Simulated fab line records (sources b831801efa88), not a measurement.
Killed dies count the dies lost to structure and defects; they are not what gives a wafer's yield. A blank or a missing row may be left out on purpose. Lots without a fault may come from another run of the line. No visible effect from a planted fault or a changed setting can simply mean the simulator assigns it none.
fab line records	flow sky130
record lots=12	wafers=36	lastDay=51
route steps=708 shown LDD_LDN@301 METAL5@663 PASSIVATION@693 PAD_OPEN@708
lots untouched by any fault: they come from a run of this same line in which no faults occurred
startH: start of the lot's first displayed wafer, in hours after the record's first day	waitH: hours since the lot's step before	" same as the row above	L1.1+2: a row that stands for several wafers	- either no value or no given start	* or withheld: withheld	< > ~ a bound
route shown NAME@n: a module of which the file shows steps, and the number in the route of the first	usual: mean/standard deviation of fault-free wafers	same: alike in all rows	chamber/n: place in a boat	sites: the reading at each site	_std_site: standard deviation of those values	_edge_site: inner sites' mean taken away from outer sites' mean	radiusMm: for every site, how far away it sits from the centre of the wafer	mask NAME#n: copy n	behind: the most recent tool/chamber to have shaped the wafer	hold: cause of the lot's hold/its duration in hours/its outcome	device: transistor that didn't switch, given as n, p or np	end of line: tests run on the same wafers once the route is complete	where a step has no rows: the recipe by itself	killed: not the wafer's yield, but the dies lost to structure and defects at the first sort	map: a wafer's dies, x killed, . not, _ none there
set.NAME: the run value of the setting; set.NAME@STEP: its run value at that earlier step	model.NAME: the simulator's own value behind a step, which no gauge read
route steps across a sampled set of lots; one table per step, one row per wafer
services: a tool's chamber out of use, with start hour (startH, from the record's first day; less than 0 if before it), hours out, and reason
## steps
# step SKY_LDD_LDN_STRIP_12
# recipe chemistry=O2/N2	powerW=1400	pressureMtorr=1500	platenTempC=withheld	o2FlowSccm=3000	n2FlowSccm=300	overashFraction=0.5
# usual drypumpMotorCurrentA=6.00/0.24	oesProductAu=0.716/0.0043	stripTimeToEndpointS=14.17/0.034
lot.wafer	tool	chamber	startH	waitH	drypumpMotorCurrentA	oesProductAu	rfHoursCounterH	stripTimeToEndpointS
L563.3	plasmaAsher-01	1	529.10	0.1	6.00	0.716	-	14.17
L563.4	"	0	"	"	5.80	0.711	-	14.19
L563.5	"	1	"	"	5.99	0.722	-	14.15
L565.2	plasmaAsher-01	0	558.65	0.1	5.79	0.718	11	14.14
L565.3	"	1	"	"	5.99	0.718	-	14.12
L565.5	"	0	"	"	5.79	0.715	-	14.12
L564.2	plasmaAsher-04	0	558.82	0.1	6.37	0.717	74	14.12
L564.3	"	1	"	"	5.80	0.721	-	14.12
L564.5	"	0	"	"	6.39	0.719	-	14.12
L567.2	plasmaAsher-01	0	565.70	0.1	5.81	0.720	12	14.20
L567.3	"	0	"	"	5.79	0.713	-	14.19
L567.4	"	1	"	"	6.00	0.719	-	14.16
L566.2	plasmaAsher-01	0	566.90	0.1	5.80	0.720	12	14.17
L566.5	"	0	"	"	5.80	0.725	-	14.14
L566.6	"	1	"	"	5.98	0.717	-	14.15
L570.3	plasmaAsher-01	0	591.61	0.1	5.82	0.723	-	14.13
L570.5	"	1	"	"	6.01	0.713	-	14.16
L570.6	"	0	"	"	5.81	0.714	-	14.19
L572.2	plasmaAsher-02	0	607.62	0.1	6.28	0.716	49	14.14
L572.5	"	1	"	"	5.80	0.708	-	14.18
L572.6	"	0	"	"	6.33	0.711	-	14.13
L571.4	plasmaAsher-01	0	608.24	0.1	5.81	0.720	-	14.16
L571.5	"	1	"	"	6.00	0.720	-	14.17
L571.6	"	0	"	"	5.79	0.714	-	14.17
L579.3	plasmaAsher-01	0	672.66	0.1	5.79	0.712	-	14.17
L579.4	"	1	"	"	5.98	0.717	-	14.17
L579.6	"	1	"	"	5.98	0.711	-	14.18
L580.3	plasmaAsher-02	0	673.99	0.1	6.30	0.715	-	14.23
L580.4	"	1	"	"	5.79	0.721	-	14.20
L580.5	"	1	"	"	5.82	0.715	-	14.26
L582.3	plasmaAsher-01	0	696.49	0.1	5.80	0.710	-	14.23
L582.5	"	0	"	"	5.81	0.722	-	14.15
L582.6	"	1	"	"	5.99	0.723	-	14.18
L584.2	plasmaAsher-04	0	748.20	0.1	6.40	0.713	94	14.20
L584.3	"	1	"	"	5.76	0.720	-	14.19
L584.4	"	0	"	"	6.38	0.710	-	14.19
# step SKY_METAL5_SPUTTER_02
# recipe material=AlCu	targetThkNm=1150	powerW=10600	timeS=61.2	chamberPressurePa=0.4
# usual throttleValvePct=29.3/0.93
lot.wafer	tool	chamber	startH	waitH	throttleValvePct
L563.3	pvdSputter-02	-	1006.12	0.0	29.7
L563.4	"	-	"	"	29.5
L563.5	"	-	"	"	29.1
L565.2	pvdSputter-02	-	1030.17	0.0	29.5
L565.3	"	-	"	"	26.9
L565.5	"	-	"	"	29.6
L564.2	pvdSputter-04	-	1033.35	0.0	30.2
L564.3	"	-	"	"	28.7
L564.5	"	-	"	"	29.7
L567.2	pvdSputter-02	-	1037.06	0.0	29.3
L567.3	"	-	"	"	27.1
L567.4	"	-	"	"	29.1
L566.2	pvdSputter-03	-	1038.41	0.0	29.1
L566.5	"	-	"	"	30.2
L566.6	"	-	"	"	29.5
L570.3	pvdSputter-02	-	1055.41	0.0	27.1
L570.5	"	-	"	"	29.4
L570.6	"	-	"	"	29.8
L572.2	pvdSputter-02	-	1068.93	0.0	30.0
L572.5	"	-	"	"	27.3
L572.6	"	-	"	"	29.7
L571.4	pvdSputter-02	-	1069.13	0.0	29.3
L571.5	"	-	"	"	29.5
L571.6	"	-	"	"	26.9
L579.3	pvdSputter-03	-	1115.92	0.0	29.4
L579.4	"	-	"	"	30.0
L579.6	"	-	"	"	30.3
L580.3	pvdSputter-04	-	1116.20	0.0	29.8
L580.4	"	-	"	"	29.5
L580.5	"	-	"	"	29.7
L582.3	pvdSputter-03	-	1132.90	0.0	29.3
L582.5	"	-	"	"	30.0
L582.6	"	-	"	"	29.9
L584.2	pvdSputter-04	-	1168.39	0.0	29.8
L584.3	"	-	"	"	30.1
L584.4	"	-	"	"	30.4
# step SKY_METAL5_SPUTTER_03
# recipe material=Ti	targetThkNm=5	powerW=3000	timeS=3.3	chamberPressurePa=0.4
# usual throttleValvePct=29.3/0.96
lot.wafer	tool	chamber	startH	waitH	throttleValvePct
L563.3	pvdSputter-02	-	1006.17	0.0	29.9
L563.4	"	-	"	"	29.4
L563.5	"	-	"	"	29.3
L565.2	pvdSputter-02	-	1030.22	0.0	29.3
L565.3	"	-	"	"	26.9
L565.5	"	-	"	"	29.5
L564.2	pvdSputter-04	-	1033.41	0.0	30.0
L564.3	"	-	"	"	28.8
L564.5	"	-	"	"	29.8
L567.2	pvdSputter-02	-	1037.11	0.0	29.3
L567.3	"	-	"	"	27.1
L567.4	"	-	"	"	29.4
L566.2	pvdSputter-03	-	1038.46	0.0	29.6
L566.5	"	-	"	"	30.0
L566.6	"	-	"	"	29.2
L570.3	pvdSputter-02	-	1055.46	0.0	26.9
L570.5	"	-	"	"	29.4
L570.6	"	-	"	"	29.8
L572.2	pvdSputter-02	-	1068.98	0.0	29.9
L572.5	"	-	"	"	26.9
L572.6	"	-	"	"	29.2
L571.4	pvdSputter-02	-	1069.19	0.0	29.3
L571.5	"	-	"	"	29.2
L571.6	"	-	"	"	26.9
L579.3	pvdSputter-03	-	1115.97	0.0	29.4
L579.4	"	-	"	"	30.3
L579.6	"	-	"	"	30.3
L580.3	pvdSputter-04	-	1116.25	0.0	30.0
L580.4	"	-	"	"	29.8
L580.5	"	-	"	"	29.8
L582.3	pvdSputter-03	-	1132.95	0.0	29.0
L582.5	"	-	"	"	29.9
L582.6	"	-	"	"	29.8
L584.2	pvdSputter-04	-	1168.44	0.0	29.8
L584.3	"	-	"	"	30.6
L584.4	"	-	"	"	30.1
# step SKY_PASSIVATION_STRIP_12
# recipe chemistry=O2/N2	powerW=1400	pressureMtorr=1500	platenTempC=withheld	overashFraction=0.7	o2FlowSccm=3000	n2FlowSccm=300
# usual drypumpMotorCurrentA=6.0/0.44	oesProductAu=0.661/0.0046	stripTimeToEndpointS=31.42/0.14
lot.wafer	tool	chamber	startH	waitH	drypumpMotorCurrentA	oesProductAu	rfHoursCounterH	stripTimeToEndpointS
L563.3	plasmaAsher-02	1	1053.96	0.1	5.8	0.663	-	31.32
L563.4	"	0	"	"	6.3	0.654	-	31.42
L563.5	"	1	"	"	5.8	0.648	-	31.60
L565.2	plasmaAsher-02	0	1075.52	0.1	6.3	0.666	97	31.27
L565.3	"	0	"	"	6.3	0.652	-	31.34
L565.5	"	0	"	"	6.4	0.661	-	31.43
L564.2	plasmaAsher-02	0	1078.12	0.1	6.3	0.671	97	31.38
L564.3	"	1	"	"	5.8	0.668	-	31.57
L564.5	"	1	"	"	5.8	0.664	-	31.42
L567.2	plasmaAsher-01	0	1082.27	0.1	5.8	0.663	62	31.26
L567.3	"	1	"	"	6.0	0.662	-	31.28
L567.4	"	0	"	"	5.8	0.666	-	31.56
L566.2	plasmaAsher-01	0	1083.30	0.1	5.8	0.665	63	31.45
L566.5	"	1	"	"	6.0	0.654	-	31.33
L566.6	"	0	"	"	5.8	0.657	-	31.51
L570.3	plasmaAsher-03	1	1098.03	0.1	5.4	0.664	-	31.43
L570.5	"	1	"	"	5.4	0.655	-	31.26
L570.6	"	0	"	"	6.6	0.657	-	31.48
L572.2	plasmaAsher-01	1	1111.42	0.1	6.0	0.655	66	31.29
L572.5	"	0	"	"	5.8	0.665	-	31.28
L572.6	"	1	"	"	6.0	0.665	-	31.50
L571.4	plasmaAsher-03	1	1112.16	0.1	5.4	0.665	-	31.51
L571.5	"	1	"	"	5.4	0.660	-	31.66
L571.6	"	0	"	"	6.6	0.659	-	31.46
L579.3	plasmaAsher-03	0	1155.78	0.1	6.6	0.663	-	31.32
L579.4	"	1	"	"	5.4	0.660	-	31.46
L579.6	"	0	"	"	6.6	0.661	-	31.47
L580.3	plasmaAsher-01	1	1155.96	0.1	6.0	0.660	-	31.45
L580.4	"	0	"	"	5.8	0.653	-	31.48
L580.5	"	1	"	"	6.0	0.662	-	31.40
L582.3	plasmaAsher-03	1	1171.13	0.1	5.4	0.662	-	31.42
L582.5	"	0	"	"	6.6	0.664	-	31.54
L582.6	"	1	"	"	5.4	0.658	-	31.57
L584.2	plasmaAsher-03	1	1199.74	0.1	5.4	0.663	44	31.64
L584.3	"	0	"	"	6.6	0.659	-	31.62
L584.4	"	1	"	"	5.4	0.669	-	31.54
# step SKY_PAD_OPEN_PROBE_99
# usual killed_at_M0_to_M3=43/6.8	killed_at_M4_up=3.1/1.8	killedAtContacts=25/5.8	killedAtFrontEnd=15/4.2	killedAtOther=0.3/0.5	killedDies=87/9.7	killedOpen=47/7.3	killedShort=39/6.6
# same grossDies=492	killedAtBackSide=0
lot.wafer	tool	chamber	startH	waitH	hold	killed_at_M0_to_M3	killed_at_M4_up	killedAtContacts	killedAtFrontEnd	killedAtOther	killedDies	killedOpen	killedShort
L563.3	prober-02	-	1077.46	0.2	-	41	2	18	10	0	71	41	30
L563.4	prober-02	-	1077.51	0.2	-	46	6	24	11	0	87	45	42
L563.5	prober-02	-	1077.56	0.2	-	34	3	22	18	0	77	37	40
L565.2	prober-01	-	1098.29	0.1	-	51	4	24	16	0	95	59	36
L565.3	prober-01	-	1098.34	0.2	-	50	5	24	26	0	105	56	49
L565.5	prober-01	-	1098.44	0.2	-	50	2	18	19	1	90	51	39
L564.2	prober-02	-	1101.10	0.1	-	59	1	23	15	0	98	58	40
L564.3	prober-02	-	1101.15	0.2	-	41	2	29	15	0	87	54	33
L564.5	prober-02	-	1101.25	0.2	-	31	2	32	20	0	85	51	34
L567.2	prober-01	-	1104.80	0.1	-	41	3	27	13	0	84	44	40
L567.3	prober-01	-	1104.85	0.2	-	44	2	26	12	0	84	45	39
L567.4	prober-01	-	1104.90	0.2	-	46	7	22	7	2	84	45	39
L566.2	prober-02	-	1106.54	0.1	-	32	4	23	14	0	73	32	41
L566.5	prober-02	-	1106.69	0.2	-	43	7	23	17	0	90	45	45
L566.6	prober-02	-	1106.74	0.2	-	45	2	22	18	0	87	36	51
L570.3	prober-01	-	1120.15	0.2	awaitDispo/3.4h/release	44	2	18	59	1	124	42	37
L570.5	prober-01	-	1120.25	0.2	awaitDispo/3.4h/release	45	1	16	89	0	151	40	34
L570.6	prober-01	-	1120.30	0.2	awaitDispo/3.4h/release	32	4	22	53	1	112	41	27
L572.2	prober-02	-	1132.54	0.1	-	40	3	29	19	0	91	57	34
L572.5	prober-02	-	1132.69	0.2	-	57	6	20	18	0	101	59	42
L572.6	prober-02	-	1132.74	0.2	-	37	0	21	9	0	67	34	33
L571.4	prober-01	-	1133.75	0.2	awaitDispo/3.7h/release	38	1	15	57	1	112	40	32
L571.5	prober-01	-	1133.80	0.2	awaitDispo/3.7h/release	47	2	19	80	0	148	42	38
L571.6	prober-01	-	1133.85	0.2	awaitDispo/3.7h/release	42	2	25	57	0	126	52	29
L579.3	prober-02	-	1175.59	0.2	-	50	5	32	22	0	109	70	39
L579.4	prober-02	-	1175.64	0.2	-	50	5	27	21	0	103	63	40
L579.6	prober-02	-	1175.74	0.2	-	37	5	32	19	0	93	57	36
L580.3	prober-01	-	1175.74	0.2	-	50	1	33	12	0	96	47	49
L580.4	prober-01	-	1175.79	0.2	-	39	6	25	16	0	86	50	36
L580.5	prober-01	-	1175.84	0.2	-	47	2	32	10	1	92	49	43
L582.3	prober-02	-	1190.00	0.2	-	39	7	23	15	0	84	39	45
L582.5	prober-02	-	1190.10	0.2	-	41	4	13	13	0	71	38	33
L582.6	prober-02	-	1190.15	0.2	-	44	7	24	11	0	86	51	35
L584.2	prober-02	-	1216.96	0.1	-	35	7	31	15	0	88	50	37
L584.3	prober-02	-	1217.01	0.2	-	56	3	30	9	0	98	53	45
L584.4	prober-02	-	1217.06	0.2	-	50	4	25	13	0	92	53	39
# killed by level:class
L563.3 VIA1:geometricParticle:open=9 VIA3:geometricParticle:open=9 METAL2:geometricParticle:short=8 CONTACT:geometricParticle:open=8 LOCAL_INTERCONNECT:geometricParticle:short=5 VIA2:geometricParticle:short=4 VIA2:geometricParticle:open=4 POLY_GATE:geometricParticle:short=3
L563.4 METAL1:geometricParticle:short=12 VIA2:geometricParticle:open=8 VIA1:geometricParticle:open=7 LI_CONTACT:geometricParticle:open=6 CONTACT:geometricParticle:short=6 CONTACT:geometricParticle:open=6 VIA1:geometricParticle:short=5 FIELD_ISO:geometricParticle:short=4
L563.5 LI_CONTACT:geometricParticle:open=8 METAL2:geometricParticle:short=8 VIA2:geometricParticle:open=6 LI_CONTACT:geometricParticle:short=6 VIA3:geometricParticle:open=6 FIELD_ISO:geometricParticle:short=5 CONTACT:geometricParticle:open=5 VIA1:geometricParticle:short=5
L565.2 VIA2:geometricParticle:open=15 CONTACT:geometricParticle:open=11 VIA1:geometricParticle:open=9 FIELD_ISO:geometricParticle:short=6 LI_CONTACT:geometricParticle:open=6 VIA1:geometricParticle:short=6 VIA3:geometricParticle:open=5 FIELD_ISO:geometricParticle:open=4
L565.3 VIA1:geometricParticle:open=11 FIELD_ISO:geometricParticle:open=10 CONTACT:geometricParticle:open=10 METAL2:geometricParticle:short=9 FIELD_ISO:geometricParticle:short=7 VIA1:geometricParticle:short=7 POLY_GATE:geometricParticle:short=6 VIA2:geometricParticle:open=5
L565.5 VIA1:geometricParticle:open=13 VIA1:geometricParticle:short=7 VIA3:geometricParticle:open=7 CONTACT:geometricParticle:open=6 FIELD_ISO:geometricParticle:open=5 POLY_GATE:geometricParticle:open=5 VIA2:geometricParticle:open=4 LI_CONTACT:geometricParticle:open=4
L564.2 VIA1:geometricParticle:open=17 VIA3:geometricParticle:open=9 METAL2:geometricParticle:short=9 CONTACT:geometricParticle:open=8 LI_CONTACT:geometricParticle:open=7 VIA2:geometricParticle:open=7 SPACER:geometricParticle:short=6 POLY_GATE:geometricParticle:short=4
L564.3 VIA1:geometricParticle:open=12 CONTACT:geometricParticle:open=11 LI_CONTACT:geometricParticle:open=9 METAL1:geometricParticle:short=9 VIA3:geometricParticle:open=8 FIELD_ISO:geometricParticle:open=4 POLY_GATE:geometricParticle:short=4 LOCAL_INTERCONNECT:geometricParticle:short=4
L564.5 CONTACT:geometricParticle:open=14 LI_CONTACT:geometricParticle:open=11 VIA1:geometricParticle:open=7 FIELD_ISO:geometricParticle:short=6 VIA3:geometricParticle:short=6 FIELD_ISO:geometricParticle:open=4 VIA1:geometricParticle:short=4 VIA3:geometricParticle:open=4
L567.2 CONTACT:geometricParticle:open=11 VIA1:geometricParticle:open=9 METAL2:geometricParticle:short=8 LI_CONTACT:geometricParticle:open=7 VIA2:geometricParticle:open=7 FIELD_ISO:geometricParticle:short=4 METAL1:geometricParticle:short=4 LI_CONTACT:geometricParticle:short=3
L567.3 CONTACT:geometricParticle:open=12 VIA2:geometricParticle:open=9 METAL1:geometricParticle:short=7 VIA1:geometricParticle:short=7 LOCAL_INTERCONNECT:geometricParticle:short=6 VIA1:geometricParticle:open=6 FIELD_ISO:geometricParticle:open=4 FIELD_ISO:geometricParticle:short=4
L567.4 VIA1:geometricParticle:open=11 CONTACT:geometricParticle:open=8 VIA1:geometricParticle:short=7 VIA2:geometricParticle:open=7 METAL4:geometricParticle:short=6 METAL1:geometricParticle:short=5 LI_CONTACT:geometricParticle:open=5 VIA3:geometricParticle:open=5
L566.2 LI_CONTACT:geometricParticle:open=10 FIELD_ISO:geometricParticle:short=7 METAL2:geometricParticle:short=6 CONTACT:geometricParticle:open=6 VIA1:geometricParticle:short=6 FIELD_ISO:geometricParticle:open=4 VIA3:geometricParticle:open=4 VIA3:geometricParticle:short=4
L566.5 LI_CONTACT:geometricParticle:open=11 VIA1:geometricParticle:open=8 METAL2:geometricParticle:short=7 LI_CONTACT:geometricParticle:short=6 METAL4:geometricParticle:short=6 FIELD_ISO:geometricParticle:open=5 VIA2:geometricParticle:short=5 VIA2:geometricParticle:open=5
L566.6 METAL1:geometricParticle:short=9 CONTACT:geometricParticle:open=7 VIA2:geometricParticle:open=7 VIA1:geometricParticle:short=6 POLY_GATE:geometricParticle:short=5 LI_CONTACT:geometricParticle:short=5 LOCAL_INTERCONNECT:geometricParticle:short=5 VIA1:geometricParticle:open=5
L570.3 LDD_LDN:unspecified=45 CONTACT:geometricParticle:open=9 VIA2:geometricParticle:open=9 VIA1:geometricParticle:short=7 VIA1:geometricParticle:open=7 FIELD_ISO:geometricParticle:short=5 VIA3:geometricParticle:open=5 FIELD_ISO:geometricParticle:open=4
L570.5 LDD_LDN:unspecified=77 CONTACT:geometricParticle:open=10 VIA1:geometricParticle:open=8 METAL2:geometricParticle:short=8 METAL1:geometricParticle:short=7 VIA2:geometricParticle:open=6 VIA3:geometricParticle:open=6 POLY_GATE:geometricParticle:open=4
L570.6 LDD_LDN:unspecified=44 CONTACT:geometricParticle:open=14 VIA1:geometricParticle:open=11 METAL2:geometricParticle:short=7 POLY_GATE:geometricParticle:open=3 LI_CONTACT:geometricParticle:open=3 LOCAL_INTERCONNECT:geometricParticle:short=3 VIA1:geometricParticle:short=3
L572.2 VIA1:geometricParticle:open=14 LI_CONTACT:geometricParticle:open=10 CONTACT:geometricParticle:open=8 VIA2:geometricParticle:open=7 LOCAL_INTERCONNECT:geometricParticle:short=6 FIELD_ISO:geometricParticle:open=5 FIELD_ISO:geometricParticle:short=5 POLY_GATE:geometricParticle:open=4
L572.5 VIA3:geometricParticle:open=16 VIA1:geometricParticle:open=11 METAL2:geometricParticle:short=8 CONTACT:geometricParticle:open=7 LI_CONTACT:geometricParticle:open=6 FIELD_ISO:geometricParticle:short=5 FIELD_ISO:geometricParticle:open=5 POLY_GATE:geometricParticle:short=5
L572.6 VIA1:geometricParticle:open=12 LI_CONTACT:geometricParticle:open=8 VIA1:geometricParticle:short=8 CONTACT:geometricParticle:open=7 CONTACT:geometricParticle:short=4 METAL1:geometricParticle:short=4 FIELD_ISO:geometricParticle:short=3 POLY_GATE:geometricParticle:short=3
L571.4 LDD_LDN:unspecified=40 VIA2:geometricParticle:open=9 METAL1:geometricParticle:short=8 LI_CONTACT:geometricParticle:open=7 FIELD_ISO:geometricParticle:open=5 VIA1:geometricParticle:open=5 CONTACT:geometricParticle:open=5 VIA2:geometricParticle:short=5
L571.5 LDD_LDN:unspecified=68 CONTACT:geometricParticle:open=9 VIA3:geometricParticle:open=8 VIA1:geometricParticle:open=7 VIA1:geometricParticle:short=6 VIA2:geometricParticle:open=5 VIA2:geometricParticle:short=4 LI_CONTACT:geometricParticle:open=4
L571.6 LDD_LDN:unspecified=45 VIA1:geometricParticle:open=15 CONTACT:geometricParticle:open=7 LI_CONTACT:geometricParticle:open=6 LOCAL_INTERCONNECT:geometricParticle:short=6 VIA2:geometricParticle:open=6 VIA3:geometricParticle:open=5 VIA1:geometricParticle:short=4
L579.3 CONTACT:geometricParticle:open=14 LI_CONTACT:geometricParticle:open=13 VIA1:geometricParticle:open=13 FIELD_ISO:geometricParticle:open=9 VIA3:geometricParticle:open=8 POLY_GATE:geometricParticle:short=6 METAL1:geometricParticle:short=5 VIA2:geometricParticle:open=5
L579.4 VIA1:geometricParticle:open=17 LI_CONTACT:geometricParticle:open=10 VIA3:geometricParticle:open=9 CONTACT:geometricParticle:open=7 VIA2:geometricParticle:open=7 POLY_GATE:geometricParticle:open=6 CONTACT:geometricParticle:short=6 METAL2:geometricParticle:short=6
L579.6 VIA1:geometricParticle:open=13 CONTACT:geometricParticle:open=12 FIELD_ISO:geometricParticle:short=6 CONTACT:geometricParticle:short=5 POLY_GATE:geometricParticle:open=4 LI_CONTACT:geometricParticle:open=4 LI_CONTACT:geometricParticle:short=4 LOCAL_INTERCONNECT:geometricParticle:short=4
L580.3 CONTACT:geometricParticle:open=11 VIA1:geometricParticle:open=10 CONTACT:geometricParticle:short=9 METAL2:geometricParticle:short=9 LI_CONTACT:geometricParticle:open=7 METAL1:geometricParticle:short=7 VIA2:geometricParticle:open=6 VIA3:geometricParticle:short=5
L580.4 VIA1:geometricParticle:open=11 METAL2:geometricParticle:short=9 LI_CONTACT:geometricParticle:open=7 CONTACT:geometricParticle:open=7 VIA3:geometricParticle:open=7 FIELD_ISO:geometricParticle:short=5 LOCAL_INTERCONNECT:geometricParticle:short=4 POLY_GATE:geometricParticle:open=4
L580.5 CONTACT:geometricParticle:open=15 VIA1:geometricParticle:open=12 VIA3:geometricParticle:open=9 VIA1:geometricParticle:short=7 CONTACT:geometricParticle:short=6 METAL1:geometricParticle:short=6 FIELD_ISO:geometricParticle:short=5 LI_CONTACT:geometricParticle:open=5
L582.3 CONTACT:geometricParticle:open=11 METAL1:geometricParticle:short=8 VIA1:geometricParticle:open=8 CONTACT:geometricParticle:short=7 METAL4:geometricParticle:short=7 POLY_GATE:geometricParticle:open=6 VIA2:geometricParticle:open=6 VIA2:geometricParticle:short=4
L582.5 METAL1:geometricParticle:short=6 VIA1:geometricParticle:open=6 VIA2:geometricParticle:open=6 VIA3:geometricParticle:open=6 METAL2:geometricParticle:short=5 POLY_GATE:geometricParticle:open=5 LOCAL_INTERCONNECT:geometricParticle:short=4 CONTACT:geometricParticle:open=4
L582.6 VIA1:geometricParticle:open=10 LI_CONTACT:geometricParticle:open=9 VIA3:geometricParticle:open=8 CONTACT:geometricParticle:open=7 CONTACT:geometricParticle:short=5 METAL2:geometricParticle:short=5 VIA2:geometricParticle:open=5 VIA2:geometricParticle:short=4
L584.2 CONTACT:geometricParticle:open=10 LI_CONTACT:geometricParticle:open=9 VIA1:geometricParticle:open=9 VIA3:geometricParticle:open=6 CONTACT:geometricParticle:short=5 METAL4:geometricParticle:short=5 POLY_GATE:geometricParticle:short=4 VIA1:geometricParticle:short=4
L584.3 VIA1:geometricParticle:open=13 LI_CONTACT:geometricParticle:open=9 CONTACT:geometricParticle:short=8 VIA3:geometricParticle:open=8 CONTACT:geometricParticle:open=7 METAL1:geometricParticle:short=6 VIA2:geometricParticle:open=6 POLY_GATE:geometricParticle:short=5
L584.4 VIA1:geometricParticle:open=12 CONTACT:geometricParticle:open=9 VIA2:geometricParticle:open=7 LI_CONTACT:geometricParticle:open=6 VIA3:geometricParticle:open=6 METAL3:geometricParticle:short=5 FIELD_ISO:geometricParticle:open=4 CONTACT:geometricParticle:short=4
## services
tool	chamber	startH	hours	kind
pvdSputter-02	-	505.90	11.0	repair
plasmaAsher-03	-	541.40	10.2	repair
pvdSputter-02	-	618.48	8.9	repair
pvdSputter-02	-	648.85	3.4	repair
plasmaAsher-03	-	649.88	4.2	repair
pvdSputter-02	-	671.33	1.2	repair
pvdSputter-02	-	678.80	2.5	repair
plasmaAsher-02	-	688.67	2.8	pm
pvdSputter-03	-	712.14	4.3	repair
plasmaAsher-01	-	732.68	15.6	pm
plasmaAsher-03	-	733.75	9.0	pm
pvdSputter-02	-	740.95	5.5	repair
plasmaAsher-01	-	756.93	2.8	pm
pvdSputter-02	-	820.47	1.4	repair
pvdSputter-03	-	869.41	4.9	repair
pvdSputter-02	-	919.42	3.8	repair
pvdSputter-04	-	944.69	2.5	repair
pvdSputter-03	-	1014.78	18.9	repair
plasmaAsher-01	-	1041.49	2.1	repair
pvdSputter-04	-	1050.04	23.7	repair
plasmaAsher-01	-	1074.75	2.6	repair
plasmaAsher-01	-	1146.59	4.3	pm
pvdSputter-02	-	1168.04	0.7	repair
pvdSputter-04	-	1168.57	2.0	repair
## key
firstSign step=SKY_PAD_OPEN_PROBE_99	reading=killedAtFrontEnd	direction=up	sigmas=12	usual=15	struck=66
effect step=SKY_PAD_OPEN_PROBE_99	reading=killedDies	direction=up	sigmas=4.4	usual=87	struck=129
metAt SKY_LDD_LDN_STRIP_12
struckLots L570,L571
testerLeftOut L570,L571
notActingAt SKY_METAL5_SPUTTER_02,SKY_METAL5_SPUTTER_03,SKY_PASSIVATION_STRIP_12
onsetBetween 566.90 591.61
fault kind=chamberParticleSource	tool=plasmaAsher-01	chamber=-	onsetH=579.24	steps=SKY_LDD_LDN_STRIP_12	ratePerVisitCm2=1.9347	endH=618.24
# testerLeftOut: of these lots the tester's yield and bins aren't shown, on N5 and GAA mostly nor the transistor test; their killed dies are dies lost to structure and defects alone, not to doping, threshold or leakage, so they don't give the yield
